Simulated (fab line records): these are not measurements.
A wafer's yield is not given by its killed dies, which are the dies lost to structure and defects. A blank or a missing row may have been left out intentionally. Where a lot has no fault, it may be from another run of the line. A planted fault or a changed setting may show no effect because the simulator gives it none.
Matching of chambers    flow gf180mcu    cmp-02 running GF_V2_CMP_04: 4 sister chambers
The step polishes SiO2. 30 wafers are shown with their chamber, then 12 later ones without.

## WAFERS, EACH WITH ITS CHAMBER
wafer   chamber  motor_current_A (A)  time_to_endpoint_s (s)
L075.1  2        12.2                 73
L075.4  3        11.7                 72
L075.5  0        13.4                 85
L075.2  0        13.6                 77
L075.3  1        10.1                 76
L075.6  3        11.8                 76
L076.1  0        12.7                 84
L076.4  1        9.7                  88
L076.5  0        13.0                 94
L077.2  1        10.5                 84
L077.4  3        12.1                 84
L077.5  0        12.7                 84
L077.1  2        11.9                 83
L077.3  0        12.9                 85
L077.6  3        12.0                 84
L084.2  2        12.0                 87
L084.3  0        12.6                 86
L084.4  1        9.7                  82
L085.1  2        11.7                 85
L085.3  0        12.4                 83
L085.5  3        12.4                 83
L086.1  0        13.3                 81
L086.2  2        12.6                 73
L086.5  1        9.8                  85
L087.1  2        12.1                 74
L087.2  0        12.6                 77
L087.3  1        9.8                  77
L090.1  3        11.7                 78
L090.2  0        12.7                 83
L090.6  0        12.9                 87

SIGNATURES (averages over the wafers above)
reading             chamber 0  chamber 1  chamber 2  chamber 3  scatter within a chamber
motor_current_A     12.900     9.933      12.083     11.950     0.328
time_to_endpoint_s  83.83      82.00      79.17      79.50      5.08
Rule: distance of a wafer from a chamber = root of the sum over the readings of ((wafer's reading minus chamber's mean) / reading's scatter) squared. The wafer belongs to the nearest chamber; if the next one is less than 2 further off, it can't be placed. How the scatter is found: for the shown wafers, subtract from each reading the mean of its chamber, square and add these, divide the total by (wafers less chambers), then take the root.

## WAFERS MISSING THEIR CHAMBER
wafer   motor_current_A (A)  time_to_endpoint_s (s)
L093.1  9.6                  64
L093.2  12.4                 68
L093.5  13.4                 80
L093.3  13.1                 76
L093.4  11.9                 77
L093.6  12.2                 66
L095.2  12.0                 79
L095.3  10.1                 75
L095.5  12.1                 81
L097.1  13.6                 81
L097.2  11.7                 86
L097.6  12.9                 87

## THE CHAMBER EACH PASSED THROUGH
wafer    from the rows above            in truth
L093.1   1                              1
L093.2   can't be placed: 2 or 3 or 0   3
L093.5   0                              0
L093.3   can't be placed: 0 or 2 or 3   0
L093.4   can't be placed: 3 or 2        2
L093.6   can't be placed: 2 or 3 or 0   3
L095.2   can't be placed: 3 or 2        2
L095.3   1                              1
L095.5   can't be placed: 2 or 3        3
L097.1   0                              0
L097.2   can't be placed: 3 or 2        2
L097.6   0                              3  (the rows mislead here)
Correctly placed: 4 of 12. Unplaceable from these rows: 7, with the true chamber sitting among the candidates in 7. Placed wrongly: 1.
